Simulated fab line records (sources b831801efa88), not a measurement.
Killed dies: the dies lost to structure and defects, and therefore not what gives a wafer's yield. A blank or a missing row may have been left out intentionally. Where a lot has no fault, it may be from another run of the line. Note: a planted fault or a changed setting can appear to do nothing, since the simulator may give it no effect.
Struck lot and sound lot, side by side | flow sky130 | 16 steps out of a route of 708
Sound: wafers L805.1, L805.2, L805.6. Wafers L803.1, L803.2, L803.6 were the ones struck. The cause comes at the end.
For every step that has rows: the tool of each side, followed by ch and its chambers, followed by its first start. Under that, the readings that differ: sound wafers | struck wafers | difference of the means | sigmas: that difference in standard deviations of wafers without a fault.
alike: readings with means less than 2 such deviations apart, plus words and numbers identical on both sides. not compared: withheld readings, readings lacking a value on some wafer, bounds such as >300 that could conceal the same value, and numbers that have no deviation in the record and whose values overlap.
A row with sigmas, a row that says differs or no value, or rows on one side alone: a step with any of these is where the two part. Numbers that don't overlap but have no deviation are shown without sigmas and don't part them. A reading missing from all wafers of one side parts the sides only when that side holds two or more wafers.

SKY_NWELL_RS_MEAS_29: uses a four-point probe to measure.
  sound: film metro-02 at day 10 05:49; struck: film metro-04 at day 9 17:44
  alike: NWELL_RS
SKY_NWELL_RS_MEAS_31: uses a four-point probe to measure.
  sound: film metro-02 at day 10 06:03; struck: film metro-04 at day 9 17:58
  reading          | sound          | struck         | difference | sigmas
  PWDE_RS (ohm/sq) | 5235 5239 5233 | 5298 5301 5297 | +63        | +3
then, 7 steps without rows for these wafers: SKY_VT_ADJUST_HVTP_DEHYDRATE_00 (time 60 s); SKY_VT_ADJUST_HVTP_HMDS_01 (prime time 60 s); SKY_VT_ADJUST_HVTP_COAT_02 (resist thk 1140 nm); SKY_VT_ADJUST_HVTP_SOFTBAKE_03 (time 60 s); SKY_VT_ADJUST_HVTP_EXPOSE_04 (exposes mask HVTPM, target cd 380 nm); SKY_VT_ADJUST_HVTP_PEB_05; SKY_VT_ADJUST_HVTP_DEVELOP_06 (develop time 60 s).
SKY_VT_ADJUST_HVTP_CD_MEAS_07: target cd 380 nm.
  sound: cd sem-01 at day 11 05:44; struck: cd sem-01 at day 10 17:13
  alike: cd nm
SKY_VT_ADJUST_HVTP_OVL_MEAS_08:
  sound: overlay-02 at day 11 05:52; struck: overlay-02 at day 10 17:20
  alike: VT_ADJUST_HVTP_OVL
SKY_VT_ADJUST_HVTP_IMPLANT_09:
  sound on implanter-01 ch 0, day 11 05:53; struck on implanter-02 ch 0, day 10 17:22
  reading            | sound                         | struck                       | difference | sigmas
  dose ions cm2      | 4.299e+12 4.296e+12 4.292e+12 | 3.281e+12 3.28e+12 3.282e+12 | -1.015e+12 | -99 or more
  faraday current uA | 23.0 24.2 24.5                | 18.2 18.7 18.8               | -5.3       | -10
SKY_VT_ADJUST_HVTP_STRIP_10: strips in O2/N2.
  sound on plasma asher-03 ch 0,1, day 11 06:02; struck on plasma asher-01 ch 0,1, day 10 17:31
  alike: drypump motor current A, oes product au, strip time to endpoint s
  not compared: rf hours counter h
SKY_VT_ADJUST_HVTP_TW_MEAS_11:
  sound: film metro-02 at day 11 06:08; struck: film metro-04 at day 10 17:37
  reading           | sound          | struck         | difference | sigmas
  VT_ADJUST_HVTP_TW | 1323 1336 1333 | 1237 1242 1243 | -90        | -8
then, 1 step without rows for these wafers: SKY_VT_ADJUST_LVTN_DEHYDRATE_00 (time 60 s).
-- record jumps: 39 days separate the struck wafers' starts on either side; left off in module VT_ADJUST_LVTN, taken up again in module PAD_OPEN, whose first shown step is the route's number 708 --
SKY_PAD_OPEN_PROBE_99:
  sound: prober-01 at day 50 13:20; struck: prober-01 at day 50 04:08
  reading                                  | sound                | struck               | difference | sigmas
  model.etest.tip p.rs ohm sq              | 6919 6935 6938       | 6212 6253 6207       | -707       |
  model.etest.pfet_01v8.r on ohm um        | 3000 2990 2956       | 2630 2588 2634       | -365       |
  model.etest.pfet_01v8.drive ua um        | 185.6 186.7 186.8    | 228.6 229.8 227.5    | +42.3      |
  model.etest.pfet_01v8_mvt.drive ua um    | 147.1 147.8 146.1    | 183.4 185.9 183.4    | +37.2      |
  model.etest.pfet_01v8_hvt.drive ua um    | 135.5 137.7 138.4    | 166.6 169.2 168.3    | +30.8      |
  model.etest.sram pfet latch.drive ua um  | 137.9 134.4 135.1    | 164.5 172.3 168.3    | +32.6      |
  model.etest.pfet_01v8_mvt.off log10 a um | -10.93 -10.78 -11.02 | -7.88 -7.883 -8.044  | +2.97      |
  model.etest.pfet_01v8.off log10 a um     | -10.07 -9.939 -9.823 | -7.948 -6.994 -7.709 | +2.394     |
  alike: killed_at_M0_to_M3, killed_at_M4_up, killed at contacts, killed at front end, killed at other, killed dies, killed on rim, killed open, killed short

## WHERE THEY PART
Last at SKY_VT_ADJUST_HVTP_TW_MEAS_11 as far as this record goes, first at SKY_NWELL_RS_MEAS_31. Later steps at which nothing parts them and some readings are alike: SKY_PAD_OPEN_PROBE_99.

WHY: what had been put in by the simulator
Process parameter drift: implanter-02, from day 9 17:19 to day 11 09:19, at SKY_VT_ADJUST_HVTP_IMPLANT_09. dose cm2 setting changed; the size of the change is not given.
